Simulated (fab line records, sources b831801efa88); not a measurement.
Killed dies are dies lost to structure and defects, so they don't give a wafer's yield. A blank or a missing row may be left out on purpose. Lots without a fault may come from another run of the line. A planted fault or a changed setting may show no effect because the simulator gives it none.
Chamber matching | flow gf180mcu | GF_V3_CMP_26 on cmp-02: 4 sister chambers
The step polishes, stops on SiO2, t overpolish 15 s, target thk 0 nm. 8 wafers are shown with their chamber, then 12 later ones without.

WAFERS WITH THEIR CHAMBER
wafer  | chamber | motor_current_A (A) | time_to_endpoint_s (s)
L082.5 | 0       | 11.8                | 86
L083.1 | 0       | 10.9                | 81
L086.2 | 3       | 12.4                | 82
L087.2 | 2       | 11.5                | 86
L087.6 | 1       | 10.4                | 87
L091.1 | 3       | 12.4                | 87
L091.3 | 2       | 10.9                | 84
L091.6 | 1       | 10.4                | 89

WAFERS WITHOUT THEIR CHAMBER
wafer  | motor_current_A (A) | time_to_endpoint_s (s)
L093.2 | 12.1                | 83
L093.3 | 10.4                | 88
L093.4 | 11.5                | 84
L094.1 | 11.3                | 84
L094.5 | 10.2                | 87
L094.6 | 11.2                | 83
L096.2 | 11.7                | 84
L096.4 | 10.8                | 85
L096.5 | 10.8                | 89
L097.3 | 12.2                | 88
L097.4 | 11.4                | 88
L097.5 | 10.9                | 87

WHICH CHAMBER EACH WENT THROUGH
wafer  | from the rows above               | in truth
L093.2 | can't be placed: 3 or 0 or 2      | 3
L093.3 | 1                                 | 1
L093.4 | can't be placed: 0 or 2 or 3      | 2
L094.1 | can't be placed: 0 or 2           | 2
L094.5 | 1                                 | 1
L094.6 | can't be placed: 0 or 2           | 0
L096.2 | can't be placed: 0 or 2 or 3      | 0
L096.4 | can't be placed: 2 or 1 or 0      | 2
L096.5 | can't be placed: 1 or 2 or 0      | 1
L097.3 | can't be placed: 3 or 0 or 2      | 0
L097.4 | can't be placed: 2 or 0 or 1 or 3 | 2
L097.5 | can't be placed: 2 or 1 or 0      | 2
Placed correctly: 2 of 12. Can't be placed from these rows: 10 (the true chamber is among the candidates in 10). Placed wrongly: 0.
How it was worked out, from the rows above alone: a wafer's distance from a chamber is the root of the sum, over the readings, of the square of ((its reading less the chamber's mean) divided by the reading's scatter). The wafer belongs to the nearest chamber; if the next one is less than 2 further off, it can't be placed. A chamber's mean is the mean of its shown wafers. The scatter: the root of (the sum of the squares of (reading less its chamber's mean) over the shown wafers, divided by (wafers less chambers)).
